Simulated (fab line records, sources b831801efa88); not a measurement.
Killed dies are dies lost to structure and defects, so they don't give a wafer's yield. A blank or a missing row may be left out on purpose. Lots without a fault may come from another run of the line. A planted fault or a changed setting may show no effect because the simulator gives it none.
One fault seen from 2 desks | flow sky130 | each desk has only its own numbers; what lay behind them comes last

THE METROLOGY DESK
What the gauges read, lot by lot, whatever tool the lot ran on: means of the sampled wafers that have a number. A lot is out of limits, marked OUT, if its mean lies more than 4 standard deviations from the usual mean; the brackets give that distance.
Columns: A = VIA3_BOW at SKY_VIA3_BOW_MEAS_03, usual 79 um; B = VIA3_W_RS at SKY_VIA3_RS_MEAS_22, usual 0.293 ohm/sq
lot  | first seen here | A  | B
L497 | day 38 07:29    | 80 | 0.289
L496 | day 38 08:17    | 84 | 0.293
L504 | day 41 00:45    | 79 | 0.285
L505 | day 41 06:01    | 77 | 0.293
L510 | day 42 21:26    | 76 | 0.288
L511 | day 42 22:22    | 76 | 0.301
L512 | day 43 11:43    | 86 | 0.294
L514 | day 43 15:39    | 75 | 0.302
L515 | day 43 23:17    | 79 | 0.293
L516 | day 44 07:44    | 80 | 0.289
L518 | day 44 12:50    | 73 | 0.294
L519 | day 44 19:38    | 73 | 0.300
This desk's finding: nothing out of limits on any of the 12 lots.

THE TOOL OWNER'S DESK: pvd_sputter-04
The tool's own readings at SKY_METAL4_SPUTTER_00 (material Ti, target thk 15 nm, time 10 s): means of the sampled wafers that have a number, for each lot that ran on this tool. A lot is out of limits, marked OUT, if its mean lies more than 4 standard deviations from the usual mean; the brackets give that distance.
Columns: A = throttle_valve_pct at SKY_METAL4_SPUTTER_00, usual 30.3 %
lot  | first seen here | A
L504 | day 42 02:50    | 30.2
L505 | day 42 07:56    | 29.4
This desk's finding: nothing out of limits on any of the 2 lots.

PUT TOGETHER
The metrology desk saw nothing out of limits.
The tool owner's desk saw nothing out of limits.

WHAT THE SIMULATOR HAD PUT IN
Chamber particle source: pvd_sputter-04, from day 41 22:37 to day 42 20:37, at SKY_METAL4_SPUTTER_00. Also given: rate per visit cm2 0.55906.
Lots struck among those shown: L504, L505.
